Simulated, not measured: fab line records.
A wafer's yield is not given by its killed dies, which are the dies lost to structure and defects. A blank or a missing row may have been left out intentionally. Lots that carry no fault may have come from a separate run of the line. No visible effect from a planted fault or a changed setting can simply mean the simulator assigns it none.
The tool behind it: which one?	flow sky130	11 lots with 32 wafers sampled at 4 steps, on a route of 708 steps

WHAT THE GAUGES READ, wafer by wafer
SKY_VIA1_RS_MEAS_22: a four-point-probe measurement.
lot	measured	on	VIA1_W_RS (ohm/sq)
L570	day 35 12:44	film metro-03	0.429 0.426 0.423
L572	day 35 23:56	film metro-02	0.426 0.433 0.430
L581	day 39 08:32	film metro-03	0.471 0.432
L582	day 39 13:04	film metro-01	0.430 0.426 0.431
L585	day 40 17:19	film metro-02	0.430 0.433 0.437
L588	day 40 23:32	film metro-03	0.432 0.424 0.431
L587	day 41 02:44	film metro-03	0.429 0.422 0.423
L589	day 41 12:24	film metro-02	0.427 0.427 0.430
L591	day 41 19:06	film metro-01	0.428 0.431 0.430
L592	day 41 21:06	film metro-03	0.437 0.424 0.422
L593	day 42 02:38	film metro-01	0.435 0.427 0.433

EACH LOT AND THE TOOL THAT RAN IT (in order: tool; ch and the chambers of the sampled wafers; start)
lot	SKY_METAL1_SPUTTER_00	SKY_METAL1_DESCUM_17	SKY_VIA1_CVD_21
L570	pvd sputter-04, day 33 04:02	rie metal-02 ch 0,1, day 34 08:28	cvd w-01 ch 0,1, day 35 12:38
L572	pvd sputter-01, day 33 15:16	rie metal-02 ch 0,1, day 34 19:10	cvd w-02 ch 0,1, day 35 23:50
L581	pvd sputter-03, day 37 01:44	rie metal-01 ch 1, day 38 04:14	cvd w-01 ch 0,1, day 39 08:25
L582	pvd sputter-03, day 37 06:28	rie metal-03 ch 0,1, day 38 09:16	cvd w-02 ch 0,1, day 39 12:58
L585	pvd sputter-04, day 38 11:24	rie metal-02 ch 1, day 39 13:43	cvd w-02 ch 0,1, day 40 17:14
L588	pvd sputter-04, day 38 19:15	rie metal-03 ch 0,1, day 39 21:05	cvd w-02 ch 0,1, day 40 23:27
L587	pvd sputter-01, day 38 21:48	rie metal-02 ch 0,1, day 39 23:36	cvd w-02 ch 0,1, day 41 02:38
L589	pvd sputter-01, day 39 07:23	rie metal-01 ch 0,1, day 40 09:16	cvd w-02 ch 0,1, day 41 12:19
L591	pvd sputter-04, day 39 14:54	rie metal-02 ch 0,1, day 40 16:09	cvd w-02 ch 0,1, day 41 18:59
L592	pvd sputter-03, day 39 17:11	rie metal-03 ch 0,1, day 40 18:34	cvd w-02 ch 0,1, day 41 21:01
L593	pvd sputter-03, day 39 23:08	rie metal-02 ch 0,1, day 41 00:12	cvd w-01 ch 0, day 42 02:28
- SKY_METAL1_SPUTTER_00: material Ti, target thk 15 nm, time 10 s.
- SKY_METAL1_DESCUM_17: chemistry O2, time 8 s.
- SKY_VIA1_CVD_21: deposits W, target thk 270 nm, time 80.902 s.

THE ANSWER, worked out from the rows above alone
Rule: usual is defined by the lots themselves. The widest of any qualifying gaps counts: lots, ordered by their means at a reading, are off when they make up no more than a third of the lots, leave a main group of 4 or more, and stand apart from it by 3 or more times the standard deviation of that group's means. If all means in a main group match to the digits the tables above print for the reading, that group is not used. Also off: a lot with no number at a reading for which 4 or more lots have one. The other lots that the step has rows for count as sound.
Off: L581, at SKY_VIA1_RS_MEAS_22 (VIA1_W_RS). For the main group the mean is 0.429 ohm/sq and the standard deviation 0.0024.
If a tool, at a process step before that reading, ran all the lots that are off and no sound lot after the first of them, it fits. Those tools and the gauges at SKY_VIA1_RS_MEAS_22 are tried in the same way. Not one of the candidates tried fits.

WHAT HAD BEEN PUT IN BY THE SIMULATOR
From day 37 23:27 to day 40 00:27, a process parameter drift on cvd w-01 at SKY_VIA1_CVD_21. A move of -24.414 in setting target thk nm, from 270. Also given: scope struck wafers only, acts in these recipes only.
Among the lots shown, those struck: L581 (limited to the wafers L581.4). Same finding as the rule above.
